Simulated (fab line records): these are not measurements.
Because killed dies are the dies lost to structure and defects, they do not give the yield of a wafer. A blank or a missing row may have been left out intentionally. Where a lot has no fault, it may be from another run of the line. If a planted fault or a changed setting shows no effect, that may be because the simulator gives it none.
Chamber matching    flow sky130    SKY_VIA4_HDPCVD_00 on hdpcvd-01: 3 sister chambers
The step deposits SiO2, target thk 1750 nm, time 291.7 s. 6 wafers are shown with their chamber, then 8 later ones without.

WAFERS WITH THEIR CHAMBER
wafer   chamber  runLengthS (s)  sih4FlowSccm (sccm)
L615.1  0        319.7           59.99
L629.6  2        320.8           60.02
L630.1  2        320.4           60.17
L630.5  0        319.9           59.85
L630.6  1        318.4           59.87
L631.3  1        318.8           59.88

WAFERS MISSING THEIR CHAMBER
wafer   runLengthS (s)  sih4FlowSccm (sccm)
L631.4  318.8           60.17
L631.5  320.5           59.70
L632.1  319.1           59.89
L632.2  320.0           59.84
L632.4  320.6           60.23
L633.2  320.6           60.08
L633.4  318.4           59.79
L633.6  320.3           59.94

CHAMBER TAKEN BY EACH
wafer   from the rows above      in truth
L631.4  can't be placed: 1 or 0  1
L631.5  can't be placed: 0 or 2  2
L632.1  can't be placed: 1 or 0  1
L632.2  0                        0
L632.4  2                        2
L633.2  2                        2
L633.4  1                        1
L633.6  can't be placed: 0 or 2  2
Correct placement for 4 of the 8. Can't be placed from these rows: 4 (the true chamber is among the candidates in 4). Number placed wrongly: 0.
How it was worked out, from the rows above alone: a wafer's distance from a chamber is the root of the sum, over the readings, of the square of ((its reading less the chamber's mean) divided by the reading's scatter). The wafer belongs to the nearest chamber; if the next one is less than 2 further off, it can't be placed. Each chamber's mean is taken over the wafers shown for it. The scatter is the square root of a quotient: the sum, over the shown wafers, of each reading's squared deviation from its chamber's mean, divided by wafers minus chambers.
